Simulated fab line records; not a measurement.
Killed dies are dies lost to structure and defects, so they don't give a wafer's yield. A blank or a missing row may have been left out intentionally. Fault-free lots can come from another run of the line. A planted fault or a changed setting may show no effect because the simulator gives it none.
A lot that was struck, set against a sound lot -- flow sky130 -- 18 steps out of a route of 708
Sound: these wafers, L516.1, L516.4, L516.5. Struck: wafer L526.4 (left out: L526.3, L526.6 of the same lot, which were not struck); the cause appears at the end.
At each step with rows: each side's tool, then ch and its chambers, then its first start. Under that, the readings that differ: sound wafers -- struck wafers -- difference of the means -- sigmas: that difference in standard deviations of wafers without a fault.
alike: readings with means less than 2 such deviations apart, plus words and numbers identical on both sides. not compared: withheld readings, readings lacking a value on some wafer, bounds such as >300 that could conceal the same value, and numbers that have no deviation in the record and whose values overlap.
The two part at a step that has a row with sigmas, a row that says differs or no value, or rows on one side only. Non-overlapping numbers with no deviation appear without sigmas and do not part them. A reading missing from all wafers of one side parts the sides only when that side holds two or more wafers.

first, 2 steps without rows for these wafers: SKY_CONTACT_PEB_12; SKY_CONTACT_DEVELOP_13 (develop time 60 s).
SKY_CONTACT_CD_MEAS_14 targets a cd of 170 nm.
  sound on cd_sem-02 at day 34 00:19; struck on cd_sem-02 at day 36 17:41
  alike: cd_nm
SKY_CONTACT_OVL_MEAS_15:
  sound on overlay-01 at day 34 00:26; struck on overlay-02 at day 36 17:47
  alike: CONTACT_OVL
SKY_CONTACT_ETCH_16: etches BARC in N2/H2, stops on SiO2, time 45.9 s, target depth 60 nm.
  sound on rie_diel-03 ch 1,2,3, day 34 00:29; struck on rie_diel-03 ch 0, day 36 17:49
  alike: drypump_motor_current_A, oes_product_au, throttle_valve_pct
  not compared: rf_hours_counter_h
SKY_CONTACT_ETCH_17: etches SiO2 in C4F8/O2/Ar, stops on Si3N4, target depth 340 nm.
  sound on rie_diel-03 ch 1,2,3, day 34 00:31; struck on rie_diel-03 ch 0, day 36 17:51
  alike: oes_product_au
then, 1 step without rows for these wafers: SKY_CONTACT_ETCH_18 (etches Si3N4 in CHF3/O2, stops on TiN, time 39 s, target depth 75 nm).
SKY_CONTACT_STRIP_19: strips in O2/N2.
  sound on plasma_asher-01 ch 0,1, day 34 00:37; struck on plasma_asher-04 ch 0, day 36 17:58
  alike: drypump_motor_current_A, oes_product_au, strip_time_to_endpoint_s
  not compared: rf_hours_counter_h
then, 3 steps without rows for these wafers: SKY_CONTACT_STRIP_20 (strips in post etch residue remover, time 1200 s); SKY_CONTACT_CLEAN_21 (cleans in IPA, time 180 s); SKY_CONTACT_CLEAN_22 (cleans in O3/DIW).
SKY_CONTACT_SPUTTER_23: material TiN, target thk 20 nm, time 80 s.
  sound on pvd_sputter-01 at day 34 01:12; struck on pvd_sputter-01 at day 36 18:34
  alike: throttle_valve_pct
SKY_CONTACT_CVD_24: deposits W, target thk 340 nm, time 102.12 s.
  sound on cvd_w-02 ch 0,1, day 34 01:16; struck on cvd_w-01 ch 1, day 36 18:40
reading,sound,struck,difference,sigmas
heater_power_w (W),785 759 746,993,+230,+3
model.W_of_CONTACT_CVD_24.thk_nm (nm),336.4 341.3 336.9,459.2,+121.0,
SKY_CONTACT_RS_MEAS_25: uses a four-point probe to measure.
  sound on film_metro-01 at day 34 01:22; struck on film_metro-02 at day 36 18:46
reading,sound,struck,difference,sigmas
CONTACT_W_RS (ohm/sq),0.342 0.338 0.342,0.249,-0.092,-24
SKY_CONTACT_THK_MEAS_26: measures by xrf.
  sound on film_metro-01 at day 34 01:29; struck on film_metro-02 at day 36 18:52
reading,sound,struck,difference,sigmas
CONTACT_W_THK (nm),340 345 341,462,+120,+17
SKY_CONTACT_CMP_27: polishes, stops on SiO2, t overpolish 15 s, target thk 0 nm.
  sound on cmp-01 ch 0,1,3, day 34 01:36; struck on cmp-02 ch 2, day 36 19:01
reading,sound,struck,difference,sigmas
time_to_endpoint_s (s),84 86 83,106,+22,+6
  alike: edge_zone_pressure_frac, motor_current_A
SKY_METAL1_SPUTTER_00: material Ti, target thk 15 nm, time 10 s.
  sound on pvd_sputter-03 at day 34 01:51; struck on pvd_sputter-03 at day 36 19:13
  alike: throttle_valve_pct
then, 1 step without rows for these wafers: SKY_PAD_OPEN_PROBE_99.

== WHERE THEY PART ==
First at SKY_CONTACT_CVD_24; last, within this record, at SKY_CONTACT_CMP_27. Later steps at which nothing parts them and some readings are alike: SKY_METAL1_SPUTTER_00.

WHY: the cause the simulator had injected
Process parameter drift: cvd_w-01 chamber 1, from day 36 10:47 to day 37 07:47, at SKY_CONTACT_CVD_24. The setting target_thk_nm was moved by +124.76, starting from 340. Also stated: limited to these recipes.
